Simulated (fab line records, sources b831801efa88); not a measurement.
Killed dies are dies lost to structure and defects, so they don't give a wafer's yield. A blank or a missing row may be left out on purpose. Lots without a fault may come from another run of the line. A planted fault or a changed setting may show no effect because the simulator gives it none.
Tool commonality check | flow sky130 | 12 lots, 36 wafers sampled

WHY IT WAS OPENED
At SKY_VT_ADJUST_NCORE_TW_MEAS_11 the reading VT_ADJUST_NCORE_TW is flagged on 2 of 12 lots. Wafers without a fault read 219.4, standard deviation 2.7.
Rule: a lot is flagged when every wafer of it that has a number lies more than 4 standard deviations from that mean, or none has a number. The other lots count as sound.

lot  | measured     | on            | VT_ADJUST_NCORE_TW, wafer by wafer | flag
L432 | day 9 08:50  | film_metro-03 | 220.5 220.9 220.2                  |
L433 | day 9 19:00  | film_metro-01 | 215.3 216.4 215.9                  |
L434 | day 10 02:49 | film_metro-02 | 222.7 222.2 222.5                  |
L435 | day 10 07:09 | film_metro-02 | 222.2 222.0 222.2                  |
L436 | day 10 14:52 | film_metro-01 | 216.2 216.0 215.9                  |
L437 | day 10 21:17 | film_metro-03 | 222.1 220.9 220.6                  |
L438 | day 11 04:04 | film_metro-03 | 219.1 219.7 220.9                  |
L443 | day 12 15:34 | film_metro-01 | 196.3 197.4 196.1                  | FLAGGED
L444 | day 13 01:54 | film_metro-03 | 200.8 201.3 201.4                  | FLAGGED
L450 | day 14 17:55 | film_metro-03 | 219.6 220.7 220.8                  |
L451 | day 15 03:33 | film_metro-01 | 216.2 217.5 217.1                  |
L452 | day 15 08:30 | film_metro-03 | 220.4 220.5 221.7                  |
The numbers of the flagged lots are 198.9 on average: -20.5 against the usual, or -8 standard deviations.

WHICH TOOL RAN EACH LOT
The record holds 3 process steps before the reading, out of a route of 708 steps. In each cell: the tool, then ch and the chambers that the sampled wafers went through, then the start.
lot  | flag    | SKY_NWELL_STRIP_25                   | SKY_VT_ADJUST_LVTN_STRIP_09          | SKY_VT_ADJUST_NCORE_IMPLANT_09
L432 |         | plasma_asher-01 ch 0,1, day 6 00:19  | plasma_asher-02 ch 0,1, day 7 15:35  | implanter-04 ch 0, day 9 08:35
L433 |         | plasma_asher-02 ch 1, day 6 09:31    | plasma_asher-02 ch 1, day 8 00:49    | implanter-04 ch 0, day 9 18:45
L434 |         | plasma_asher-03 ch 0,1, day 6 13:38  | plasma_asher-03 ch 0,1, day 8 06:07  | implanter-03 ch 0, day 10 02:35
L435 |         | plasma_asher-02 ch 1, day 6 18:52    | plasma_asher-03 ch 0,1, day 8 11:40  | implanter-03 ch 0, day 10 06:54
L436 |         | plasma_asher-01 ch 0,1, day 7 01:27  | plasma_asher-03 ch 0,1, day 8 18:48  | implanter-02 ch 0, day 10 14:39
L437 |         | plasma_asher-03 ch 0,1, day 7 07:43  | plasma_asher-04 ch 0,1, day 9 01:28  | implanter-02 ch 0, day 10 21:02
L438 |         | plasma_asher-01 ch 0,1, day 7 14:13  | plasma_asher-03 ch 0,1, day 9 08:17  | implanter-04 ch 0, day 11 03:49
L443 | FLAGGED | plasma_asher-02 ch 0,1, day 8 19:07  | plasma_asher-04 ch 0,1, day 10 15:51 | implanter-04 ch 0, day 12 15:20
L444 | FLAGGED | plasma_asher-01 ch 0, day 9 03:49    | plasma_asher-04 ch 0,1, day 11 00:58 | implanter-04 ch 0, day 13 01:39
L450 |         | plasma_asher-01 ch 0,1, day 10 14:12 | plasma_asher-04 ch 0,1, day 12 14:17 | implanter-03 ch 0, day 14 17:41
L451 |         | plasma_asher-01 ch 0,1, day 10 22:01 | plasma_asher-04 ch 0,1, day 12 23:31 | implanter-03 ch 0, day 15 03:18
L452 |         | plasma_asher-01 ch 0,1, day 11 03:50 | plasma_asher-03 ch 0,1, day 13 05:04 | implanter-04 ch 0, day 15 08:16
What these steps do:
- SKY_NWELL_STRIP_25: strips in O2/N2.
- SKY_VT_ADJUST_LVTN_STRIP_09: strips in O2/N2.
- SKY_VT_ADJUST_NCORE_IMPLANT_09
- SKY_VT_ADJUST_NCORE_TW_MEAS_11

FLAGGED OVER TOTAL, TOOL BY TOOL (the gauges that took the reading come last)
step                           | tool            | lots run | flagged | share of the flagged lots | sound lots run after its first flagged lot
SKY_NWELL_STRIP_25             | plasma_asher-01 | 7        | 1       | some                      | 3 (L450,L451,L452)
SKY_NWELL_STRIP_25             | plasma_asher-02 | 3        | 1       | some                      | 0
SKY_NWELL_STRIP_25             | plasma_asher-03 | 2        | 0       | none                      | -
SKY_VT_ADJUST_LVTN_STRIP_09    | plasma_asher-02 | 2        | 0       | none                      | -
SKY_VT_ADJUST_LVTN_STRIP_09    | plasma_asher-03 | 5        | 0       | none                      | -
SKY_VT_ADJUST_LVTN_STRIP_09    | plasma_asher-04 | 5        | 2       | all                       | 2 (L450,L451)
SKY_VT_ADJUST_NCORE_IMPLANT_09 | implanter-02    | 2        | 0       | none                      | -
SKY_VT_ADJUST_NCORE_IMPLANT_09 | implanter-03    | 4        | 0       | none                      | -
SKY_VT_ADJUST_NCORE_IMPLANT_09 | implanter-04    | 6        | 2       | all                       | 1 (L452)
SKY_VT_ADJUST_NCORE_TW_MEAS_11 | film_metro-01   | 4        | 1       | some                      | 1 (L451)
SKY_VT_ADJUST_NCORE_TW_MEAS_11 | film_metro-02   | 2        | 0       | none                      | -
SKY_VT_ADJUST_NCORE_TW_MEAS_11 | film_metro-03   | 6        | 1       | some                      | 2 (L450,L452)

WHAT THE TABLE ALLOWS
2 rows of the table ran every flagged lot: plasma_asher-04 at SKY_VT_ADJUST_LVTN_STRIP_09, implanter-04 at SKY_VT_ADJUST_NCORE_IMPLANT_09.
- plasma_asher-04 at SKY_VT_ADJUST_LVTN_STRIP_09: 2 of its 5 lots flagged. Sound lots ran on it after the first flagged one (L450, L451), which a lasting fault on the whole tool wouldn't allow.
- implanter-04 at SKY_VT_ADJUST_NCORE_IMPLANT_09: 2 of its 6 lots flagged. Sound lots ran on it after the first flagged one (L452), which a lasting fault on the whole tool wouldn't allow. Its own readings lie more than 4 standard deviations out on every wafer of the flagged lots: dose_ions_cm2, faraday_current_uA.
No row of the table ran every flagged lot and no sound lot after the first.

WHAT THE SIMULATOR HAD PUT IN
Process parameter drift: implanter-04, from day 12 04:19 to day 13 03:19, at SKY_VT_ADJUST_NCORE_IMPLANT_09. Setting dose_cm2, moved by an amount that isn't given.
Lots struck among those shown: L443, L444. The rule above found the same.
